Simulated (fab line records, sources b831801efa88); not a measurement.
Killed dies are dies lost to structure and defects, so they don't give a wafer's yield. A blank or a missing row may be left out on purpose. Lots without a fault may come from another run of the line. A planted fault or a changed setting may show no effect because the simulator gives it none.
Chamber matching | flow sky130 | SKY_VIA1_CMP_24 on cmp-01: 4 sister chambers
The step polishes, stops on SiO2, t overpolish 15 s, target thk 0 nm. 4 wafers are shown with their chamber, then 8 later ones without.

WAFERS WITH THEIR CHAMBER
wafer  | chamber | motor_current_A (A)
L158.6 | 0       | 10.9
L168.3 | 3       | 10.6
L168.6 | 2       | 13.4
L169.2 | 1       | 10.3

WAFERS WITHOUT THEIR CHAMBER
wafer  | motor_current_A (A)
L169.4 | 12.8
L169.5 | 10.7
L172.1 | 10.3
L172.3 | 12.6
L172.5 | 12.7
L173.2 | 12.3
L173.4 | 9.9
L173.6 | 10.2

WHICH CHAMBER EACH WENT THROUGH
wafer  | from the rows above               | in truth
L169.4 | 2                                 | 2
L169.5 | can't be placed: 3 or 0 or 1      | 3
L172.1 | can't be placed: 1 or 3 or 0      | 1
L172.3 | can't be placed: 2 or 0 or 3      | 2
L172.5 | can't be placed: 2 or 0           | 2
L173.2 | can't be placed: 2 or 0 or 3 or 1 | 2
L173.4 | can't be placed: 1 or 3 or 0      | 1
L173.6 | can't be placed: 1 or 3 or 0      | 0
Placed correctly: 1 of 8. Can't be placed from these rows: 7 (the true chamber is among the candidates in 7). Placed wrongly: 0.
How it was worked out, from the rows above alone: a wafer's distance from a chamber is the root of the sum, over the readings, of the square of ((its reading less the chamber's mean) divided by the reading's scatter). The wafer belongs to the nearest chamber; if the next one is less than 2 further off, it can't be placed. A chamber's mean is the mean of its shown wafers. The scatter: with one shown wafer a chamber, the root of the mean of the squares of how far each hidden wafer lies from its nearest shown one.
